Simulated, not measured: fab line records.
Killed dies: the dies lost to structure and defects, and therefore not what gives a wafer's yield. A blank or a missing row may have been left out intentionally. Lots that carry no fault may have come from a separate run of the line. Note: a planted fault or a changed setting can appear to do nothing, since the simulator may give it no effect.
The same fault as seen by 2 desks | flow gf180mcu | what lay behind the numbers comes last; until then each desk has only its own

== THE METROLOGY DESK ==
Lot by lot, what the gauges showed, no matter which tool ran the lot: averages of those sampled wafers that carry a number. Marked OUT: a lot whose mean sits more than 4 standard deviations from the usual mean, which makes it out of limits; the brackets give that distance.
Columns: A = V3_OVL at GF_V3_OVL_MEAS_15, usual -1 nm
lot  | first seen here | A
L617 | day 22 23:30    | 1
L615 | day 23 01:49    | -3
L616 | day 23 03:28    | 2
L614 | day 23 05:22    | 3
L618 | day 23 08:24    | -3
L619 | day 23 10:19    | -10
L620 | day 23 18:13    | 2
L622 | day 24 06:13    | 0
L623 | day 24 20:37    | -8
L631 | day 27 09:08    | -1
L632 | day 27 23:33    | -8
L633 | day 28 02:45    | -4
L634 | day 28 14:12    | 4
L636 | day 29 06:46    | -2
L637 | day 29 10:28    | -7
Result from this desk: across the 15 lots, nothing is out of limits.

== TOOL OWNER'S DESK, rieMetal-04 ==
The tool's own readings at GF_M5_METAL_ETCH_10 (etches the open film in Cl2/BCl3, stops on SiO2, target depth 750.8 nm, time 125.1 s): means of the sampled wafers that have a number, for each lot that ran on this tool. Marked OUT: a lot whose mean sits more than 4 standard deviations from the usual mean, which makes it out of limits; the brackets give that distance.
Columns: A = bcl3FlowSccm at GF_M5_METAL_ETCH_10, usual 40.01 sccm; B = drypumpMotorCurrentA at GF_M5_METAL_ETCH_10, usual 6.2 A; C = oesProductAu at GF_M5_METAL_ETCH_10, usual 0.992 a.u.; D = throttleValvePct at GF_M5_METAL_ETCH_10, usual 28.228 %
lot  | first seen here | A     | B   | C               | D
L615 | day 27 00:10    | 40.01 | 6.1 | 0.991           | 28.233
L616 | day 27 01:19    | 40.07 | 6.3 | 0.982           | 28.230
L619 | day 27 07:51    | 39.97 | 6.3 | 0.983           | 28.244
L620 | day 27 14:21    | 39.98 | 6.2 | 0.861 (-18) OUT | 28.368 (+13) OUT
L622 | day 28 03:54    | 39.98 | 5.9 | 0.859 (-18) OUT | 28.373 (+13) OUT
L623 | day 28 17:39    | 39.94 | 6.2 | 0.861 (-18) OUT | 28.370 (+13) OUT
L632 | day 31 09:28    | 40.08 | 6.3 | 0.987           | 28.222
L633 | day 31 13:32    | 39.99 | 6.6 | 0.981           | 28.240
This desk finds L620, L622, L623 out of limits, L620 being first, at day 27 14:21 (oesProductAu at GF_M5_METAL_ETCH_10). L615, L616, L619, L632, L633 stayed within limits.

== BROUGHT TOGETHER ==
The tool owner's desk had the chance to raise an alarm at day 27 14:21 on L620, L622, L623.
From the metrology desk's view, nothing was out of limits.
The metrology desk holds a record of L620, L622, L623, inside its limits.
GF_M5_METAL_ETCH_10 was run on rieMetal-04 by each of the lots named.

== WHAT HAD BEEN PUT IN BY THE SIMULATOR ==
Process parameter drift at GF_M5_METAL_ETCH_10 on rieMetal-04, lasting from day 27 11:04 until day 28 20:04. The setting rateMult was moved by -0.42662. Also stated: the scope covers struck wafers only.
Shown lots that were struck: L620, L622, L623.
How many hours passed from the start of the fault until each desk's first out-of-limits reading: the tool owner's desk, 3.
